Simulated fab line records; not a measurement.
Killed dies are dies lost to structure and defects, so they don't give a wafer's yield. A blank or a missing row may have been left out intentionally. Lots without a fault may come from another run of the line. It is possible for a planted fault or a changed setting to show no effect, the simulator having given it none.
Code-filled problem report in 8D (eight disciplines) form | flow sky130 | the parts of the form that need people (team, actions taken, sign-off) are left out

== 1. WHAT IS WRONG ==
VIA2_OVL at SKY_VIA2_OVL_MEAS_13 reads a mean of 76 nm on 3 wafers of 1 lot; wafers without a fault read 4 nm with a standard deviation of 5.1. Relative to the usual mean, that is a shift of +14 standard deviations.
Seen first at day 39 15:59 on overlay-01, wafer L251.3. The record has a number at this step for 36 wafers belonging to 12 lots. Rule for "out" (also "out of limits"): further than 4 standard deviations from the usual mean. The rest of the wafers with a number are treated as sound.

== 2. WHAT IT IS, WHAT IT ISN'T ==
question                    | is                     | is not
which readings at this step | VIA2_OVL               | -
which lots                  | L251                   | L242, L243, L244, L245, L246, L247, L253, L257, L258, L259, L265
which wafers of those lots  | all that have a number | -
read on which gauges        | overlay-01             | overlay-02
when                        | from day 39 15:59      | up to then (18 sound wafers); but 15 sound wafers of L253, L257, L258, L259, L265 came after

== 3. SUSPECTS, AND WHAT RULES EACH OUT ==
Counting: a tool at a process step up to the reading stays a suspect if it ran every lot that is out and no sound lot after the first of them.
- the gauge at SKY_VIA2_OVL_MEAS_13: kept. All the wafers that are out were read on overlay-01, and no step on other tools shows them out.
- krfScanner-02 at SKY_VIA2_EXPOSE_09 (exposes mask VIM2, target cd 200 nm): kept. It ran the lot that is out, L251 (day 39 04:10), and no sound lot after that; its last sound lot up to then is L245 (day 37 04:05).
Left after counting: krfScanner-02 at SKY_VIA2_EXPOSE_09, overlay-01 at SKY_VIA2_OVL_MEAS_13.

== 4. THE CAUSE (what the simulator had put in) ==
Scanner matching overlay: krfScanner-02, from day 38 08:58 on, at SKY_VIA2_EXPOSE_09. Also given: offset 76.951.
Counting leaves 2 suspects; this tool is one of them.

== 5. THE CHAIN OF EFFECTS, in route order ==
Each row: a reading whose mean over the struck wafers that have a number lies more than 3 standard deviations from the usual. Readings are gone through only where the record gives a usual standard deviation; hours: the median, over the lots, of the time from a lot's start at the first step in this table giving one to that lot's start at this step; sigmas: the change measured in usual standard deviations.
hours | step                 | reading  | usual | on struck wafers | change | sigmas
0     | SKY_VIA2_OVL_MEAS_13 | VIA2_OVL | 4 nm  | 76               | +72    | +14

== 6. WHAT WOULD HAVE CAUGHT IT SOONER ==
In this record the first reading out of limits at a measuring or inspecting step was taken at day 39 15:59, 31 hours after the fault began at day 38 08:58.
Each of the lots that are out, 1 in all, had begun SKY_VIA2_EXPOSE_09 on krfScanner-02 no later than day 39 15:59. Holding the tool at that point would not have protected any of them.
